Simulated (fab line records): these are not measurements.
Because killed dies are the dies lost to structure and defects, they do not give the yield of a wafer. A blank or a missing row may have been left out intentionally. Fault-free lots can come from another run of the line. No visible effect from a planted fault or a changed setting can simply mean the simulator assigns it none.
fab line records / flow sfq-line
[record] lots = 14 wafers = 42 last-day = 83
route steps=325 shown I5@236
lots that met no fault: from a run of the same line without faults
start-h: start of the lot's first displayed wafer, in hours after the record's first day / wait-h: hours from the lot's prior step to this one / " same as the row above / L1.1+2: several wafers, shown together as one row / - either no value or no given start / * or withheld: withheld / < > ~ a bound
route shown NAME@n: names a module that has steps shown in the file, with the first one's number in the route / usual: mean/standard deviation taken from wafers without a fault / same: alike in all rows / chamber/n: place in a boat / sites: the reading at each site / _std_site: standard deviation of those values / _edge_site: the outer-site mean with the inner-site mean subtracted / radius-mm: for every site, how far away it sits from the centre of the wafer / mask NAME#n: copy n / behind: tool/chamber where the wafer was last shaped / hold: cause of the lot's hold/its duration in hours/its outcome / device: whichever transistor did not switch (one of n, p or np) / end of line: tests run on the same wafers once the route is complete / where a step has no rows: the recipe by itself / killed: not the wafer's yield, but the dies lost to structure and defects at the first sort / map: the dies of a wafer, with x for killed, . for not killed, _ for no die there
set.NAME: the setting as run; set.NAME@STEP: as run at that earlier step / model.NAME: the simulator's own value behind a step, which no gauge read
a sample of lots followed through the steps of the route, with each step as a table and each wafer as a row
services: from which hour (start-h, from the record's first day; less than 0 if before it) a tool's chamber was out of use, for how many hours, and why
[[steps]]
[step SFQ_TRILAYER_I5_BARC_OPEN_VIA_ETCH_200]
[recipe] mask-material = PR chemistry = O2 target-depth-nm = 125 target = BARC source-w = 500 bias-w = 80 pressure-mtorr = 30 time-s = 41.7
[usual] drypump-motor-current-A = 5.86/0.24 oes-product-au = 0.685/0.0043 rf-fwd-power-W = 495.3/2.5
lot.wafer=L666.2 tool=rie-diel-01 chamber=2 start-h=1364.49 wait-h=0.0 drypump-motor-current-A=5.52 oes-product-au=0.684 rf-fwd-power-W=494.7 rf-hours-counter-h=17
lot.wafer=L666.4 tool=rie-diel-01 chamber=1 start-h=1364.49 wait-h=0.0 drypump-motor-current-A=5.59 oes-product-au=0.688 rf-fwd-power-W=493.2 rf-hours-counter-h=19
lot.wafer=L666.5 tool=rie-diel-01 chamber=0 start-h=1364.49 wait-h=0.0 drypump-motor-current-A=6.01 oes-product-au=0.682 rf-fwd-power-W=495.1 rf-hours-counter-h=-
lot.wafer=L668.3 tool=rie-diel-03 chamber=1 start-h=1374.73 wait-h=0.0 drypump-motor-current-A=5.60 oes-product-au=0.685 rf-fwd-power-W=493.7 rf-hours-counter-h=5
lot.wafer=L668.4 tool=rie-diel-03 chamber=2 start-h=1374.73 wait-h=0.0 drypump-motor-current-A=6.24 oes-product-au=0.690 rf-fwd-power-W=493.7 rf-hours-counter-h=18
lot.wafer=L668.5 tool=rie-diel-03 chamber=0 start-h=1374.73 wait-h=0.0 drypump-motor-current-A=5.93 oes-product-au=0.683 rf-fwd-power-W=497.3 rf-hours-counter-h=-
lot.wafer=L669.1 tool=rie-diel-03 chamber=1 start-h=1379.53 wait-h=0.0 drypump-motor-current-A=5.55 oes-product-au=0.684 rf-fwd-power-W=495.6 rf-hours-counter-h=5
lot.wafer=L669.3 tool=rie-diel-03 chamber=2 start-h=1379.53 wait-h=0.0 drypump-motor-current-A=6.23 oes-product-au=0.688 rf-fwd-power-W=496.8 rf-hours-counter-h=18
lot.wafer=L669.4 tool=rie-diel-03 chamber=3 start-h=1379.53 wait-h=0.0 drypump-motor-current-A=6.13 oes-product-au=0.679 rf-fwd-power-W=494.8 rf-hours-counter-h=12
lot.wafer=L670.2 tool=rie-diel-03 chamber=2 start-h=1395.13 wait-h=0.0 drypump-motor-current-A=6.24 oes-product-au=0.702 rf-fwd-power-W=494.2 rf-hours-counter-h=19
lot.wafer=L670.5 tool=rie-diel-03 chamber=0 start-h=1395.13 wait-h=0.0 drypump-motor-current-A=5.95 oes-product-au=0.678 rf-fwd-power-W=498.6 rf-hours-counter-h=-
lot.wafer=L670.6 tool=rie-diel-03 chamber=1 start-h=1395.13 wait-h=0.0 drypump-motor-current-A=5.58 oes-product-au=0.684 rf-fwd-power-W=490.6 rf-hours-counter-h=-
lot.wafer=L671.1 tool=rie-diel-01 chamber=3 start-h=1398.73 wait-h=0.0 drypump-motor-current-A=5.66 oes-product-au=0.688 rf-fwd-power-W=487.2 rf-hours-counter-h=8
lot.wafer=L671.2 tool=rie-diel-01 chamber=1 start-h=1398.73 wait-h=0.0 drypump-motor-current-A=5.57 oes-product-au=0.687 rf-fwd-power-W=494.9 rf-hours-counter-h=20
lot.wafer=L671.5 tool=rie-diel-01 chamber=2 start-h=1398.73 wait-h=0.0 drypump-motor-current-A=5.55 oes-product-au=0.676 rf-fwd-power-W=491.6 rf-hours-counter-h=-
lot.wafer=L674.1 tool=rie-diel-01 chamber=3 start-h=1547.56 wait-h=0.0 drypump-motor-current-A=5.71 oes-product-au=0.685 rf-fwd-power-W=489.3 rf-hours-counter-h=10
lot.wafer=L674.2 tool=rie-diel-01 chamber=2 start-h=1547.56 wait-h=0.0 drypump-motor-current-A=5.54 oes-product-au=0.684 rf-fwd-power-W=494.5 rf-hours-counter-h=20
lot.wafer=L674.4 tool=rie-diel-01 chamber=0 start-h=1547.56 wait-h=0.0 drypump-motor-current-A=6.00 oes-product-au=0.675 rf-fwd-power-W=493.2 rf-hours-counter-h=24
lot.wafer=L677.2 tool=rie-diel-03 chamber=0 start-h=1583.56 wait-h=0.0 drypump-motor-current-A=5.96 oes-product-au=0.678 rf-fwd-power-W=576.4 rf-hours-counter-h=13
lot.wafer=L677.3 tool=rie-diel-03 chamber=3 start-h=1583.56 wait-h=0.0 drypump-motor-current-A=6.10 oes-product-au=0.689 rf-fwd-power-W=574.1 rf-hours-counter-h=14
lot.wafer=L677.5 tool=rie-diel-03 chamber=1 start-h=1583.56 wait-h=0.0 drypump-motor-current-A=5.58 oes-product-au=0.678 rf-fwd-power-W=573.6 rf-hours-counter-h=-
lot.wafer=L679.1 tool=rie-diel-03 chamber=3 start-h=1598.08 wait-h=0.0 drypump-motor-current-A=6.08 oes-product-au=0.687 rf-fwd-power-W=576.0 rf-hours-counter-h=15
lot.wafer=L679.3 tool=rie-diel-03 chamber=0 start-h=1598.08 wait-h=0.0 drypump-motor-current-A=5.97 oes-product-au=0.675 rf-fwd-power-W=577.4 rf-hours-counter-h=14
lot.wafer=L679.4 tool=rie-diel-03 chamber=0 start-h=1598.08 wait-h=0.0 drypump-motor-current-A=5.95 oes-product-au=0.683 rf-fwd-power-W=577.8 rf-hours-counter-h=-
lot.wafer=L681.2 tool=rie-diel-04 chamber=1 start-h=1610.08 wait-h=0.0 drypump-motor-current-A=6.08 oes-product-au=0.689 rf-fwd-power-W=500.4 rf-hours-counter-h=14
lot.wafer=L681.4 tool=rie-diel-04 chamber=3 start-h=1610.08 wait-h=0.0 drypump-motor-current-A=5.95 oes-product-au=0.684 rf-fwd-power-W=499.9 rf-hours-counter-h=5
lot.wafer=L681.6 tool=rie-diel-04 chamber=0 start-h=1610.08 wait-h=0.0 drypump-motor-current-A=5.49 oes-product-au=0.675 rf-fwd-power-W=500.3 rf-hours-counter-h=-
lot.wafer=L682.3 tool=rie-diel-01 chamber=2 start-h=1617.28 wait-h=0.0 drypump-motor-current-A=5.53 oes-product-au=0.688 rf-fwd-power-W=492.8 rf-hours-counter-h=21
lot.wafer=L682.4 tool=rie-diel-01 chamber=1 start-h=1617.28 wait-h=0.0 drypump-motor-current-A=5.59 oes-product-au=0.677 rf-fwd-power-W=495.0 rf-hours-counter-h=-
lot.wafer=L682.6 tool=rie-diel-01 chamber=0 start-h=1617.28 wait-h=0.0 drypump-motor-current-A=6.00 oes-product-au=0.693 rf-fwd-power-W=494.5 rf-hours-counter-h=-
lot.wafer=L683.3 tool=rie-diel-04 chamber=0 start-h=1620.88 wait-h=0.0 drypump-motor-current-A=5.52 oes-product-au=0.688 rf-fwd-power-W=498.0 rf-hours-counter-h=13
lot.wafer=L683.5 tool=rie-diel-04 chamber=2 start-h=1620.88 wait-h=0.0 drypump-motor-current-A=5.93 oes-product-au=0.681 rf-fwd-power-W=494.4 rf-hours-counter-h=-
lot.wafer=L683.6 tool=rie-diel-04 chamber=1 start-h=1620.88 wait-h=0.0 drypump-motor-current-A=6.10 oes-product-au=0.681 rf-fwd-power-W=498.9 rf-hours-counter-h=-
lot.wafer=L686.3 tool=rie-diel-04 chamber=0 start-h=1638.88 wait-h=0.0 drypump-motor-current-A=5.50 oes-product-au=0.681 rf-fwd-power-W=500.1 rf-hours-counter-h=13
lot.wafer=L686.4 tool=rie-diel-04 chamber=2 start-h=1638.88 wait-h=0.0 drypump-motor-current-A=5.96 oes-product-au=0.681 rf-fwd-power-W=495.6 rf-hours-counter-h=4
lot.wafer=L686.5 tool=rie-diel-04 chamber=1 start-h=1638.88 wait-h=0.0 drypump-motor-current-A=6.08 oes-product-au=0.684 rf-fwd-power-W=494.8 rf-hours-counter-h=-
lot.wafer=L687.2 tool=rie-diel-04 chamber=3 start-h=1642.48 wait-h=0.0 drypump-motor-current-A=5.93 oes-product-au=0.690 rf-fwd-power-W=494.1 rf-hours-counter-h=5
lot.wafer=L687.4 tool=rie-diel-04 chamber=1 start-h=1642.48 wait-h=0.0 drypump-motor-current-A=6.09 oes-product-au=0.678 rf-fwd-power-W=497.2 rf-hours-counter-h=15
lot.wafer=L687.5 tool=rie-diel-04 chamber=3 start-h=1642.48 wait-h=0.0 drypump-motor-current-A=5.94 oes-product-au=0.685 rf-fwd-power-W=494.5 rf-hours-counter-h=-
lot.wafer=L689.1 tool=rie-diel-04 chamber=0 start-h=1646.08 wait-h=0.0 drypump-motor-current-A=5.54 oes-product-au=0.679 rf-fwd-power-W=500.2 rf-hours-counter-h=14
lot.wafer=L689.3 tool=rie-diel-04 chamber=1 start-h=1646.08 wait-h=0.0 drypump-motor-current-A=6.08 oes-product-au=0.690 rf-fwd-power-W=498.9 rf-hours-counter-h=15
lot.wafer=L689.5 tool=rie-diel-04 chamber=3 start-h=1646.08 wait-h=0.0 drypump-motor-current-A=5.95 oes-product-au=0.686 rf-fwd-power-W=497.6 rf-hours-counter-h=-
[[services]]
tool=rie-diel-01 chamber=- start-h=1350.33 hours=1.0 kind=repair
tool=rie-diel-04 chamber=1 start-h=1354.50 hours=4.8 kind=repair
tool=rie-diel-04 chamber=2 start-h=1370.87 hours=- kind=clean
tool=rie-diel-04 chamber=2 start-h=1370.87 hours=17.4 kind=scheduled-down
tool=rie-diel-03 chamber=3 start-h=1379.90 hours=5.3 kind=repair
tool=rie-diel-04 chamber=- start-h=1387.97 hours=1.5 kind=repair
tool=rie-diel-04 chamber=- start-h=1397.97 hours=2.8 kind=pm
tool=rie-diel-04 chamber=0 start-h=1449.67 hours=3.3 kind=repair
tool=rie-diel-01 chamber=2 start-h=1475.02 hours=6.7 kind=repair
tool=rie-diel-03 chamber=1 start-h=1484.78 hours=2.3 kind=repair
tool=rie-diel-03 chamber=- start-h=1496.81 hours=0.4 kind=repair
tool=rie-diel-01 chamber=0 start-h=1511.55 hours=5.5 kind=repair
tool=rie-diel-04 chamber=1 start-h=1513.49 hours=5.4 kind=repair
tool=rie-diel-03 chamber=0 start-h=1522.79 hours=3.0 kind=repair
tool=rie-diel-01 chamber=3 start-h=1528.49 hours=2.6 kind=repair
tool=rie-diel-01 chamber=3 start-h=1551.87 hours=79.5 kind=repair
tool=rie-diel-04 chamber=1 start-h=1573.06 hours=7.8 kind=repair
tool=rie-diel-04 chamber=0 start-h=1584.96 hours=9.7 kind=repair
tool=rie-diel-04 chamber=0 start-h=1599.95 hours=10.1 kind=repair
tool=rie-diel-03 chamber=- start-h=1616.74 hours=0.8 kind=repair
tool=rie-diel-01 chamber=- start-h=1619.82 hours=1.4 kind=repair
tool=rie-diel-03 chamber=3 start-h=1620.23 hours=11.1 kind=repair
tool=rie-diel-01 chamber=0 start-h=1634.48 hours=7.6 kind=repair
tool=rie-diel-01 chamber=- start-h=1641.59 hours=2.8 kind=pm
[[key]]
[first-sign] step = SFQ_TRILAYER_I5_BARC_OPEN_VIA_ETCH_200 reading = rf-fwd-power-W direction = up sigmas = 32 usual = 495.3 struck = 575.9
effect none on later readings
met-at SFQ_TRILAYER_I5_BARC_OPEN_VIA_ETCH_200
struck-lots L677,L679
onset-between 1395.13 1583.56
[fault] kind = process-parameter-drift tool = rie-diel-03 chamber = - onset-h = 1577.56 steps = SFQ_TRILAYER_I5_BARC_OPEN_VIA_ETCH_200 channel = source-w offset = 80 shape = step end-h = 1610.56 acts-in = these-recipes-only stated = 500
